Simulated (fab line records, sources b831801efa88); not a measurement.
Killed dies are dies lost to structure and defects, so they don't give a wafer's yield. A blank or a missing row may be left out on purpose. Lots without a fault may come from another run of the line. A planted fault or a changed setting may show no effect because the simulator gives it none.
fab line records | flow gf180mcu
record lots=15 wafers=45 last_day=34
route steps=602 shown V1@356 M2@373
lots that met no fault: from a run of the same line without faults
start_h: hours from the record's first day to the start of the lot's first wafer shown | wait_h: hours since the lot's step before | " the same as in the row above | L1.1+2: a row that stands for several wafers | - no value, or no start given | * or withheld: withheld | < > ~ a bound
route shown NAME@n: a module of which the file shows steps, and the number in the route of the first | usual: mean/standard deviation of fault-free wafers | same: alike in all rows | chamber/n: place in a boat | sites: the reading at each site | _std_site: their standard deviation | _edge_site: outer sites' mean less inner sites' | radius_mm: how far each site lies from the wafer's centre | mask NAME#n: copy n | behind: the tool/chamber that last shaped the wafer | hold: why the lot was held/for how many hours/how that ended | device: the transistor (n, p or np) that didn't switch | end of line: the same wafers' tests at the end of the route | a step without rows: its recipe alone | killed: dies lost to structure and defects at the first sort, not the wafer's yield | map: a wafer's dies, x killed, . not, _ none there
set.NAME: the setting as run; set.NAME@STEP: as run at that earlier step | model.NAME: the simulator's own value behind a step, which no gauge read
steps of the route over a sample of lots; a table a step, a row a wafer
services: from which hour (start_h, from the record's first day; less than 0 if before it) a tool's chamber was out of use, for how many hours, and why
## steps
# step GF_V1_SPUTTER_21
# recipe material=Ti target_thk_nm=15 chamber_pressure_pa=5 power_w=2500 substrate_temp_c=200 time_s=80.02
# usual substrate_temp_c=200.00/0.16 throttle_valve_pct=29.3/0.68
# columns lot.wafer tool chamber start_h wait_h substrate_temp_c throttle_valve_pct
L277.1 pvd_sputter-02 - 414.35 0.0 199.61 29.8
L277.2 " - " " 200.15 29.7
L277.5 " - " " 199.60 29.9
L278.1 pvd_sputter-01 - 422.37 0.0 199.89 28.5
L278.4 " - " " 200.13 30.5
L278.5 " - " " 200.00 30.5
L279.1 pvd_sputter-04 - 435.67 0.0 199.91 28.1
L279.4 " - " " 200.00 31.0
L279.5 " - " " 200.12 29.2
L280.1 pvd_sputter-01 - 440.02 0.0 199.95 29.2
L280.3 " - " " 199.81 28.9
L280.6 " - " " 200.41 30.4
L281.1 pvd_sputter-04 - 451.39 0.0 200.32 29.2
L281.2 " - " " 199.97 27.7
L281.5 " - " " 200.07 29.4
L282.3 pvd_sputter-01 - 460.95 0.0 199.86 28.9
L282.5 " - " " 199.97 28.7
L282.6 " - " " 199.73 30.2
L285.1 pvd_sputter-01 - 490.34 0.0 200.11 29.1
L285.5 " - " " 200.05 30.3
L285.6 " - " " 200.13 29.0
L286.1 pvd_sputter-04 - 495.72 0.0 199.76 28.5
L286.2 " - " " 200.27 30.7
L286.4 " - " " 199.75 29.2
L287.2 pvd_sputter-02 - 505.80 0.0 200.28 29.0
L287.3 " - " " 200.07 30.0
L287.4 " - " " 199.98 29.3
L290.1 pvd_sputter-01 - 531.01 0.0 200.18 30.5
L290.2 " - " " 200.11 29.2
L290.3 " - " " 199.68 29.4
L294.2 pvd_sputter-04 - 567.77 0.0 200.05 27.8
L294.4 " - " " 199.94 28.9
L294.6 " - " " 199.99 28.6
L297.2 pvd_sputter-01 - 580.12 0.0 199.93 29.1
L297.3 " - " " 200.20 29.7
L297.5 " - " " 200.01 29.2
L298.2 pvd_sputter-02 - 594.18 0.0 200.09 29.7
L298.3 " - " " 200.00 29.2
L298.5 " - " " 199.72 29.0
L299.3 pvd_sputter-02 - 598.74 0.0 200.11 29.5
L299.5 " - " " 200.14 29.7
L299.6 " - " " 200.32 29.2
L300.1 pvd_sputter-02 - 604.15 0.0 200.20 29.7
L300.2 " - " " 200.04 29.7
L300.6 " - " " 200.13 29.6
# step GF_M2_EXPOSE_11
# recipe mask_id=Metal2 target_cd_nm=280 na=0.68 source_shape=conventional sigma_outer=0.6 dose_mj=28.4
# usual exposure_dose_mJ_cm2=27.96/0.035 focus_offset_nm=0.0/0.52
# columns lot.wafer tool chamber start_h wait_h mask exposure_dose_mJ_cm2 focus_offset_nm
L277.1 krf_scanner-01 0 427.45 - Metal2#0 27.97 -0.2
L277.2 " 0 " " Metal2#0 27.97 -0.5
L277.5 " 0 " " Metal2#0 28.00 -0.4
L278.1 krf_scanner-01 0 435.85 - Metal2#0 27.97 0.5
L278.4 " 0 " " Metal2#0 27.95 -0.5
L278.5 " 0 " " Metal2#0 27.94 0.0
L279.1 krf_scanner-01 0 449.15 - Metal2#0 27.94 -0.3
L279.4 " 0 " " Metal2#0 27.97 -0.8
L279.5 " 0 " " Metal2#0 27.94 -0.3
L280.1 krf_scanner-02 0 453.37 - Metal2#0 27.98 -0.8
L280.3 " 0 " " Metal2#0 27.95 -0.5
L280.6 " 0 " " Metal2#0 28.00 1.1
L281.1 krf_scanner-01 0 464.22 - Metal2#0 27.92 -0.2
L281.2 " 0 " " Metal2#0 27.99 -0.1
L281.5 " 0 " " Metal2#0 27.93 -0.6
L282.3 krf_scanner-02 0 474.02 - Metal2#0 27.96 -0.7
L282.5 " 0 " " Metal2#0 27.93 -0.4
L282.6 " 0 " " Metal2#0 28.01 -0.7
L285.1 krf_scanner-02 0 503.05 - Metal2#0 27.97 0.5
L285.5 " 0 " " Metal2#0 27.97 0.1
L285.6 " 0 " " Metal2#0 27.98 -0.2
L286.1 krf_scanner-02 0 508.51 - Metal2#0 28.02 -0.1
L286.2 " 0 " " Metal2#0 27.97 0.0
L286.4 " 0 " " Metal2#0 27.94 1.0
L287.2 krf_scanner-01 0 518.29 - Metal2#0 27.96 1.5
L287.3 " 0 " " Metal2#0 27.92 1.5
L287.4 " 0 " " Metal2#0 27.97 0.7
L290.1 krf_scanner-01 0 543.18 - Metal2#0 27.93 -0.4
L290.2 " 0 " " Metal2#0 27.99 -0.4
L290.3 " 0 " " Metal2#0 27.95 0.0
L294.2 krf_scanner-02 0 579.51 - Metal2#0 27.94 -0.1
L294.4 " 0 " " Metal2#0 27.97 -0.2
L294.6 " 0 " " Metal2#0 28.01 0.4
L297.2 krf_scanner-01 - 592.22 - Metal2#0 - -
L297.3 " - " " Metal2#0 - -
L297.5 " - " " Metal2#0 - -
L298.2 krf_scanner-01 - 606.07 - Metal2#0 - -
L298.3 " - " " Metal2#0 - -
L298.5 " - " " Metal2#0 - -
L299.3 krf_scanner-01 - 610.28 - Metal2#0 - -
L299.5 " - " " Metal2#0 - -
L299.6 " - " " Metal2#0 - -
L300.1 krf_scanner-01 0 615.60 - Metal2#0 27.95 0.2
L300.2 " 0 " " Metal2#0 27.91 -0.1
L300.6 " 0 " " Metal2#0 27.93 0.7
# step GF_M2_OVL_MEAS_15
# usual M2_OVL=-2/6.5
# columns lot.wafer tool chamber start_h wait_h M2_OVL[nm]
L277.1 overlay-02 - 439.57 0.1 -11
L277.2 " - " " 6
L277.5 " - " " -6
L278.1 overlay-02 - 447.92 0.1 -8
L278.4 " - " " -5
L278.5 " - " " -9
L279.1 overlay-01 - 461.07 0.1 -2
L279.4 " - " " 1
L279.5 " - " " -2
L280.1 overlay-01 - 465.17 0.1 1
L280.3 " - " " 8
L280.6 " - " " -4
L281.1 overlay-01 - 476.47 0.1 -11
L281.2 " - " " -16
L281.5 " - " " -9
L282.3 overlay-02 - 485.58 0.1 3
L282.5 " - " " 3
L282.6 " - " " 8
L285.1 overlay-01 - 514.92 0.1 8
L285.5 " - " " 1
L285.6 " - " " 0
L286.1 overlay-01 - 519.67 0.1 6
L286.2 " - " " 3
L286.4 " - " " -1
L287.2 overlay-01 - 529.72 0.1 -7
L287.3 " - " " -1
L287.4 " - " " -10
L290.1 overlay-01 - 554.32 0.1 -3
L290.2 " - " " -11
L290.3 " - " " 0
L294.2 overlay-01 - 589.77 0.1 1
L294.4 " - " " -3
L294.6 " - " " 3
L297.2 overlay-02 - 602.72 0.1 -
L297.3 " - " " -
L297.5 " - " " -
L298.2 overlay-01 - 616.27 0.1 -
L298.3 " - " " -
L298.5 " - " " -
L299.3 overlay-02 - 620.33 0.1 -
L299.5 " - " " -
L299.6 " - " " -
L300.1 overlay-01 - 624.97 0.1 -11
L300.2 " - " " 0
L300.6 " - " " -2
# step GF_M2_METAL_ETCH_16
# recipe chemistry=Cl2/BCl3 mask_material=KrF target_depth_nm=627.5 stop_on=SiO2 pressure_mtorr=8 icp_w=800 bias_w=140 Cl2_flow_sccm=80 bcl3_flow_sccm=40 time_s=104.6
# usual bias_w=140.0/0.46 drypump_motor_current_A=6.0/0.36 oes_product_au=0.970/0.0071 throttle_valve_pct=28.252/0.011
# columns lot.wafer tool chamber start_h wait_h bias_w drypump_motor_current_A oes_product_au rf_hours_counter_h throttle_valve_pct
L277.1 rie_metal-01 1 439.60 0.0 140.4 6.0 0.972 2 28.265
L277.2 " 0 " " 140.2 5.7 0.964 6 28.260
L277.5 " 0 " " 139.8 5.7 0.967 - 28.259
L278.1 rie_metal-03 1 447.95 0.0 139.9 6.7 0.971 10 28.267
L278.4 " 0 " " 139.7 5.5 0.963 - 28.246
L278.5 " 0 " " 139.5 5.5 0.967 - 28.247
L279.1 rie_metal-04 1 461.10 0.0 140.7 6.4 0.983 7 28.246
L279.4 " 1 " " 139.7 6.4 0.978 - 28.245
L279.5 " 1 " " 139.9 6.4 0.977 - 28.234
L280.1 rie_metal-01 0 465.20 0.0 140.0 5.7 0.965 7 28.233
L280.3 " 0 " " 140.0 5.7 0.968 - 28.251
L280.6 " 0 " " 140.5 5.7 0.975 - 28.248
L281.1 rie_metal-04 0 476.50 0.0 140.2 5.7 0.978 10 28.253
L281.2 " 1 " " 140.2 6.4 0.972 7 28.258
L281.5 " 0 " " 139.5 5.7 0.969 - 28.254
L282.3 rie_metal-04 1 485.64 0.1 140.8 6.4 0.972 - 28.254
L282.5 " 1 " " 140.5 6.4 0.971 - 28.233
L282.6 " 0 " " 140.7 5.7 0.975 - 28.225
L285.1 rie_metal-04 1 514.95 0.0 140.0 6.4 0.972 8 28.273
L285.5 " 1 " " 139.8 6.4 0.962 - 28.279
L285.6 " 1 " " 139.3 6.4 0.963 - 28.262
L286.1 rie_metal-04 1 519.71 0.0 140.4 6.4 0.978 8 28.249
L286.2 " 1 " " 139.9 6.4 0.967 - 28.237
L286.4 " 1 " " 140.0 6.4 0.963 - 28.258
L287.2 rie_metal-01 1 529.75 0.0 140.9 6.0 0.969 4 28.248
L287.3 " 1 " " 140.2 6.0 0.975 - 28.239
L287.4 " 0 " " 140.5 5.7 0.968 - 28.243
L290.1 rie_metal-01 1 554.35 0.0 140.0 6.0 0.979 5 28.253
L290.2 " 0 " " 140.8 5.8 0.973 9 28.247
L290.3 " 0 " " 141.1 5.8 0.974 - 28.241
L294.2 rie_metal-04 1 589.80 0.0 140.5 6.4 0.961 11 28.271
L294.4 " 1 " " 140.0 6.4 0.961 - 28.258
L294.6 " 1 " " 140.2 6.4 0.957 - 28.258
L297.2 rie_metal-01 1 602.75 0.0 140.7 6.0 0.969 6 28.252
L297.3 " 0 " " 140.7 5.8 0.965 - 28.283
L297.5 " 1 " " 140.3 6.0 0.972 - 28.235
L298.2 rie_metal-04 0 616.30 0.0 140.0 5.7 0.977 2 28.259
L298.3 " 0 " " 140.2 5.7 0.969 - 28.266
L298.5 " 1 " " 140.6 6.4 0.967 - 28.265
L299.3 rie_metal-01 1 620.39 0.1 139.8 6.0 0.961 - 28.257
L299.5 " 1 " " 140.6 6.0 0.960 - 28.244
L299.6 " 0 " " 139.7 5.7 0.966 - 28.237
L300.1 rie_metal-04 0 625.00 0.0 139.0 5.7 0.980 2 28.258
L300.2 " 1 " " 139.6 6.4 0.983 12 28.239
L300.6 " 0 " " 139.3 5.8 0.978 - 28.255
## services
# columns tool chamber start_h hours kind
krf_scanner-02 - 390.63 1.0 pm
rie_metal-04 1 400.44 7.5 repair
rie_metal-04 0 404.91 3.2 repair
krf_scanner-02 - 415.42 0.3 repair
krf_scanner-02 - 421.82 3.0 pm
pvd_sputter-01 - 424.47 1.6 repair
krf_scanner-02 - 438.94 1.3 pm
krf_scanner-02 - 454.69 0.8 repair
pvd_sputter-02 - 479.62 2.6 repair
krf_scanner-01 - 498.86 11.4 repair
krf_scanner-02 - 510.25 0.8 pm
krf_scanner-01 - 529.13 1.0 pm
pvd_sputter-02 - 532.14 1.9 repair
krf_scanner-01 - 534.74 1.3 pm
krf_scanner-01 - 551.65 0.8 pm
krf_scanner-02 - 559.63 1.0 pm
krf_scanner-01 - 563.34 3.0 pm
rie_metal-01 - 571.42 1.4 pm
rie_metal-01 - 573.67 1.6 repair
pvd_sputter-02 - 582.16 6.3 repair
krf_scanner-02 - 582.39 4.4 pm
rie_metal-04 - 599.38 4.3 pm
pvd_sputter-02 - 609.45 1.8 repair
krf_scanner-02 - 614.84 1.3 pm
## key
first_sign step=GF_M2_EXPOSE_11 reading=tool_record direction=missing
effect none on later readings
met_at GF_M2_EXPOSE_11
struck_lots L297,L298,L299
later_rows_left_out L297.2,L297.3,L297.5,L298.2,L298.3,L298.5,L299.3,L299.5,L299.6
sort_left_out L297.2,L297.3,L297.5,L298.2,L298.3,L298.5,L299.3,L299.5,L299.6
not_acting_at GF_V1_SPUTTER_21,GF_M2_OVL_MEAS_15,GF_M2_METAL_ETCH_16
onset_between 543.18 592.22
fault kind=skipped_step_whole tool=krf_scanner-01 chamber=- onset_h=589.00 steps=GF_M2_EXPOSE_11 scope=struck_lots_only
# sort_left_out: the simulated sort isn't trusted on such a fault, so these wafers' sort isn't shown, and their yield isn't known
# later_rows_left_out: the simulator's readings of these wafers behind a module that went badly wrong aren't trusted and aren't shown, but for the sort
